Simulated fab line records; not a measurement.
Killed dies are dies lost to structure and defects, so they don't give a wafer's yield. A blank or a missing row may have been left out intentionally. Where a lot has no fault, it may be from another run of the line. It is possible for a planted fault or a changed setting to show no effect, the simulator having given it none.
2 desks, one fault :: flow gf180mcu :: every desk sees just its own numbers, and what lay behind them comes last

TOOL OWNER'S DESK, pvd_sputter-03
The tool's own readings at GF_V3_SPUTTER_22 (material TiN, target thk 10 nm, time 40 s): means of the sampled wafers that have a number, for each lot that ran on this tool. The brackets show how far a lot's mean lies from the usual mean; more than 4 standard deviations puts the lot out of limits, marked OUT.
Columns: A = throttle_valve_pct at GF_V3_SPUTTER_22, usual 30.0 %
lot: L821
first seen here: day 25 14:29
A: 29.9

lot: L822
first seen here: day 25 22:09
A: 30.1

lot: L823
first seen here: day 26 05:28
A: 29.5

lot: L825
first seen here: day 26 18:11
A: 30.2

lot: L831
first seen here: day 28 12:52
A: 30.6

lot: L832
first seen here: day 28 22:13
A: 30.7

lot: L833
first seen here: day 29 00:46
A: 30.1
This desk found nothing out of limits on any of the 7 lots.

THE METROLOGY DESK
Lot by lot, what the gauges showed, no matter which tool ran the lot: averages of those sampled wafers that carry a number. The brackets show how far a lot's mean lies from the usual mean; more than 4 standard deviations puts the lot out of limits, marked OUT.
Columns: A = V5_W_RS at GF_V5_RS_MEAS_24, usual 0.326 ohm/sq; B = TOP_METAL_OVL at GF_TOP_METAL_OVL_MEAS_15, usual 0.9 nm
lot: L816
first seen here: day 28 16:22
A: 0.325
B: -0.7

lot: L817
first seen here: day 29 02:32
A: 0.325
B: -1.6

lot: L819
first seen here: day 29 08:30
A: 0.331
B: 0.3

lot: L821
first seen here: day 30 05:45
A: 0.320
B: -1.3

lot: L822
first seen here: day 30 11:38
A: 0.323
B: 0.2

lot: L823
first seen here: day 30 17:43
A: 0.324
B: 1.6

lot: L825
first seen here: day 31 04:29
A: 0.320
B: 1.5

lot: L829
first seen here: day 32 06:17
A: 0.320
B: -0.9

lot: L830
first seen here: day 32 09:42
A: 0.324
B: 1.1

lot: L831
first seen here: day 32 17:17
A: 0.326
B: 3.7

lot: L832
first seen here: day 33 00:01
A: 0.325
B: 0.8

lot: L833
first seen here: day 33 02:13
A: 0.325
B: 4.1

lot: L836
first seen here: day 34 04:06
A: 0.323
B: 0.3
This desk found nothing out of limits on any of the 13 lots.

BROUGHT TOGETHER
Nothing out of limits was seen by the tool owner's desk.
From the metrology desk's view, nothing was out of limits.

WHAT THE SIMULATOR HAD INSERTED
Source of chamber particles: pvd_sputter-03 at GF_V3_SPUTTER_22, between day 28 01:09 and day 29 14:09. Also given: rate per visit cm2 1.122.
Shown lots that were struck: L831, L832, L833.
